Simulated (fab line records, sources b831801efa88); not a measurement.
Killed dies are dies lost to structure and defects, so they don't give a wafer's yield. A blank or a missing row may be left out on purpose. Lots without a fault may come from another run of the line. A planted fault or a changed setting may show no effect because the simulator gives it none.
Which tool did it? | flow sky130 | 12 lots, 36 wafers sampled, at 5 steps of a route of 708

WHAT THE GAUGES READ, wafer by wafer
The record holds no reading of a measuring or inspecting step that can be judged against a usual standard deviation.

WHICH TOOL RAN EACH LOT (tool, then ch and the chambers of the sampled wafers, then the start)
lot  | SKY_VIA1_ETCH_15                   | SKY_VIA3_ETCH_15                   | SKY_METAL4_SPUTTER_01        | SKY_VIA4_CMP_02               | SKY_PAD_OPEN_PROBE_99
L934 | rie_diel-02 ch 0,2, day 33 08:20   | rie_diel-02 ch 0,1,3, day 39 04:49 | pvd_sputter-03, day 39 06:11 | cmp-01 ch 0,1,2, day 41 08:28 | -
L936 | rie_diel-01 ch 0,3, day 34 02:10   | rie_diel-03 ch 2,3, day 39 21:23   | pvd_sputter-03, day 39 22:46 | cmp-02 ch 0,1,2, day 41 23:59 | -
L937 | rie_diel-04 ch 0,1,2, day 34 13:10 | rie_diel-04 ch 0,1,3, day 40 06:29 | pvd_sputter-04, day 40 07:50 | cmp-02 ch 0,2,3, day 42 10:20 | -
L940 | rie_diel-01 ch 1,3, day 35 19:19   | rie_diel-04 ch 0,1,2, day 41 10:31 | pvd_sputter-04, day 41 12:01 | cmp-01 ch 1,2, day 43 12:54   | -
L941 | rie_diel-04 ch 1,2,3, day 36 02:22 | rie_diel-02 ch 1,2, day 41 15:31   | pvd_sputter-03, day 41 16:52 | cmp-01 ch 0,2,3, day 43 18:03 | -
L943 | rie_diel-01 ch 0,1,3, day 37 08:22 | rie_diel-02 ch 1,2, day 42 19:49   | pvd_sputter-04, day 42 21:09 | cmp-01 ch 0,2,3, day 44 23:13 | prober-02, day 48 11:17
L944 | rie_diel-04 ch 0,2,3, day 37 13:25 | rie_diel-04 ch 0,1,2, day 42 22:08 | pvd_sputter-04, day 42 23:28 | cmp-02 ch 0,1,2, day 45 00:08 | -
L946 | rie_diel-04 ch 0,1,2, day 37 20:34 | rie_diel-03 ch 0,1,2, day 43 05:19 | pvd_sputter-03, day 43 06:40 | cmp-01 ch 1,2,3, day 45 03:31 | prober-01, day 48 17:04
L949 | rie_diel-01 ch 0,1,3, day 38 12:31 | rie_diel-03 ch 2,3, day 43 19:01   | pvd_sputter-03, day 43 21:01 | cmp-01 ch 0,2, day 45 17:10   | prober-02, day 49 02:41
L952 | rie_diel-04 ch 0,1, day 39 08:43   | rie_diel-02 ch 0,1,3, day 44 14:16 | pvd_sputter-02, day 44 15:42 | cmp-01 ch 0,1,2, day 46 09:41 | -
L954 | rie_diel-04 ch 0,2, day 40 03:43   | rie_diel-03 ch 0,1, day 45 02:38   | pvd_sputter-02, day 45 04:08 | cmp-01 ch 1,2,3, day 46 23:05 | -
L957 | rie_diel-04 ch 0,2,3, day 40 18:11 | rie_diel-03 ch 0,1,2, day 45 19:34 | pvd_sputter-04, day 45 21:14 | cmp-02 ch 0,1,2, day 47 15:22 | -
- SKY_VIA1_ETCH_15: etches SiO2 in C4F8/O2/Ar, stops on TiN, target depth 351 nm, time 54 s.
- SKY_VIA3_ETCH_15: etches SiO2 in C4F8/O2/Ar, stops on TiN, target depth 507 nm, time 78 s.
- SKY_METAL4_SPUTTER_01: material TiN, target thk 20 nm, time 16.7 s.
- SKY_VIA4_CMP_02: polishes SiO2.
- SKY_PAD_OPEN_PROBE_99

WHAT THE TOOLS THEMSELVES READ (means of the sampled wafers that have a number; where no wafer has one, the mark that the record gives instead)
SKY_VIA1_ETCH_15. Usual: oes_product_au 0.981 a.u., standard deviation 0.0056.
lot  | tool        | oes_product_au (a.u.) | flag
L934 | rie_diel-02 | 0.978                 |
L936 | rie_diel-01 | 0.982                 |
L937 | rie_diel-04 | 0.983                 |
L940 | rie_diel-01 | 0.983                 |
L941 | rie_diel-04 | 0.978                 |
L943 | rie_diel-01 | 0.984                 |
L944 | rie_diel-04 | 0.976                 |
L946 | rie_diel-04 | 0.982                 |
L949 | rie_diel-01 | 0.982                 |
L952 | rie_diel-04 | 0.974                 |
L954 | rie_diel-04 | 0.977                 |
L957 | rie_diel-04 | 0.978                 |

SKY_VIA3_ETCH_15. Usual: oes_product_au 0.945 a.u., standard deviation 0.0045.
lot  | tool        | oes_product_au (a.u.) | flag
L934 | rie_diel-02 | 0.944                 |
L936 | rie_diel-03 | 0.942                 |
L937 | rie_diel-04 | 0.946                 |
L940 | rie_diel-04 | 0.946                 |
L941 | rie_diel-02 | 0.945                 |
L943 | rie_diel-02 | 0.946                 |
L944 | rie_diel-04 | 0.944                 |
L946 | rie_diel-03 | 0.946                 |
L949 | rie_diel-03 | 0.944                 |
L952 | rie_diel-02 | 0.941                 |
L954 | rie_diel-03 | 0.946                 |
L957 | rie_diel-03 | 0.945                 |

SKY_METAL4_SPUTTER_01. Usual: cathode_dc_power_W 6500.0 W, standard deviation 1.3; throttle_valve_pct 30.2 %, standard deviation 1.1.
lot  | tool           | cathode_dc_power_W (W) | throttle_valve_pct (%) | flag
L934 | pvd_sputter-03 | 6499.8                 | 31.3                   |
L936 | pvd_sputter-03 | 6500.6                 | 30.8                   |
L937 | pvd_sputter-04 | 6500.0                 | 29.4                   |
L940 | pvd_sputter-04 | 6499.5                 | 28.5                   |
L941 | pvd_sputter-03 | 6501.0                 | 31.2                   |
L943 | pvd_sputter-04 | 6499.3                 | 30.3                   |
L944 | pvd_sputter-04 | 6499.9                 | 29.7                   |
L946 | pvd_sputter-03 | 6499.1                 | 30.4                   |
L949 | pvd_sputter-03 | 6499.1                 | 29.9                   |
L952 | pvd_sputter-02 | 6499.9                 | 30.3                   |
L954 | pvd_sputter-02 | 6500.1                 | 30.7                   |
L957 | pvd_sputter-04 | 6500.4                 | 30.5                   |

SKY_VIA4_CMP_02. Usual: head_pressure_psi 4.000 psi, standard deviation 0.0094; motor_current_A 12.3 A, standard deviation 1.3; platen_rpm 59.99 rpm, standard deviation 0.044.
lot  | tool   | head_pressure_psi (psi) | motor_current_A (A) | platen_rpm (rpm) | flag
L934 | cmp-01 | 3.999                   | 12.8                | 60.00            |
L936 | cmp-02 | 3.991                   | 12.9                | 60.02            |
L937 | cmp-02 | 3.996                   | 12.0                | 59.99            |
L940 | cmp-01 | 4.006                   | 12.6                | 59.98            |
L941 | cmp-01 | 3.993                   | 12.4                | 60.01            |
L943 | cmp-01 | 4.006                   | 12.2                | 60.01            |
L944 | cmp-02 | 4.003                   | 12.8                | 60.00            |
L946 | cmp-01 | 3.995                   | 11.4                | 59.99            |
L949 | cmp-01 | 4.000                   | 12.1                | 60.01            |
L952 | cmp-01 | 4.010                   | 12.5                | 59.99            |
L954 | cmp-01 | 3.999                   | 11.9                | 59.99            |
L957 | cmp-02 | 4.004                   | 13.2                | 60.02            |

SKY_PAD_OPEN_PROBE_99. Usual: defect_limited_yield 82.5 %, standard deviation 1.9; killed_at_M0_to_M3 44, standard deviation 6.6; killed_at_M4_up 3.0, standard deviation 2; killed_at_contacts 24, standard deviation 5.1; killed_at_front_end 15, standard deviation 4.1; killed_at_other 0.4, standard deviation 0.62; killed_dies 86, standard deviation 9.3; killed_on_rim 17, standard deviation 3.7; killed_open 46, standard deviation 6.8; killed_short 40, standard deviation 5.8; sort_bin_3_pad_short 0.8 %, standard deviation 0.4; sort_bin_5_function 10.3 %, standard deviation 1.4; sort_bin_6_memory 6.4 %, standard deviation 1; sort_n_pass 406, standard deviation 9.3; sort_yield_pct 82.5 %, standard deviation 1.9.
lot  | tool      | defect_limited_yield (%) | killed_at_M0_to_M3 | killed_at_M4_up | killed_at_contacts | killed_at_front_end | killed_at_other | killed_dies | killed_on_rim | killed_open | killed_short | sort_bin_3_pad_short (%) | sort_bin_5_function (%) | sort_bin_6_memory (%) | sort_n_pass | sort_yield_pct (%) | flag
L943 | prober-02 | 84.6                     | 40                 | 3.3             | 22                 | 10                  | 0.3             | 76          | 16            | 37          | 38           | 0.7                      | 9.3                     | 5.4                   | 416         | 84.6               |
L946 | prober-01 | 81.7                     | 54                 | 3.0             | 20                 | 12                  | 1.0             | 90          | 18            | 41          | 49           | 1.4                      | 9.3                     | 7.5                   | 402         | 81.7               |
L949 | prober-02 | 79.7                     | 53                 | 6.3             | 26                 | 15                  | 0.0             | 100         | 15            | 43          | 42           | 0.7                      | 12.8                    | 6.7                   | 392         | 79.7               |

THE ANSWER, worked out from the rows above alone
Rule: a lot is off if the mean of its wafers that have a number lies more than 3 standard deviations from the usual mean. A lot without any number at a reading at which 4 lots or more have one is off too. The other lots that the step has rows for count as sound. The gauges are gone through in route order, then the tools' own readings, and for those a lot's mean is taken as printed above. The first step at which some lot is off is used, and at that step the reading that is off furthest; a lot without a number counts as furthest.
No lot is off at any reading shown: from this, nothing can be told.

WHAT THE SIMULATOR HAD PUT IN
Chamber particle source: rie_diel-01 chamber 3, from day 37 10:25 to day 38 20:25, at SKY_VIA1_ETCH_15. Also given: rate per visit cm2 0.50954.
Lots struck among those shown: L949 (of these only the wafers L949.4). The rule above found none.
